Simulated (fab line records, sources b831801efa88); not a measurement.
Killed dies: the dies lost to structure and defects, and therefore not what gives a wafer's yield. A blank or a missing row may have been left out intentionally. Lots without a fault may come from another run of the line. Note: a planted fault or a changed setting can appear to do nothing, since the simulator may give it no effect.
Matching of chambers	flow sky130	SKY_FIELD_ISO_ETCH_17 on rie-si-01 has 4 sister chambers
The step etches Si in HBr/Cl2/O2, target depth 342 nm, time 97.7 s. 8 wafers are shown with their chamber, then 10 later ones without.

== WAFERS PAIRED WITH THEIR CHAMBERS ==
wafer	chamber	oes-product-au (a.u.)	rf-fwd-power-W (W)
L504.1	0	0.999	603.0
L506.1	3	0.993	591.7
L506.4	1	1.004	596.3
L507.1	3	0.996	591.0
L507.4	0	1.000	598.6
L507.6	2	0.984	596.5
L509.2	1	1.003	593.2
L509.4	2	0.989	594.6

== WAFERS MISSING THEIR CHAMBER ==
wafer	oes-product-au (a.u.)	rf-fwd-power-W (W)
L509.5	1.008	592.8
L518.1	0.983	598.2
L518.2	0.997	595.8
L518.6	1.001	596.2
L520.1	0.993	597.7
L520.4	1.009	597.0
L520.6	0.997	597.2
L521.1	0.985	595.3
L521.3	1.005	595.1
L521.6	0.987	593.1

== THE CHAMBER EACH PASSED THROUGH ==
wafer	from the rows above	in truth
L509.5	1	1
L518.1	2	2
L518.2	can't be placed: 3 or 0 or 1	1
L518.6	can't be placed: 1 or 0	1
L520.1	can't be placed: 3 or 2 or 0 or 1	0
L520.4	1	1
L520.6	can't be placed: 0 or 3 or 1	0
L521.1	2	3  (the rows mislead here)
L521.3	1	1
L521.6	2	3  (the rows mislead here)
Correct placement for 4 of the 10. These rows do not allow placing 4 (true chamber among the candidates in 4). 2 placed wrongly.
How it was worked out, from the rows above alone: a wafer's distance from a chamber is the root of the sum, over the readings, of the square of ((its reading less the chamber's mean) divided by the reading's scatter). If the next closest chamber is less than 2 further off than the closest, the wafer can't be placed; otherwise it belongs to the closest. A chamber's mean is the mean of its shown wafers. The scatter: the root of (the sum of the squares of (reading less its chamber's mean) over the shown wafers, divided by (wafers less chambers)).
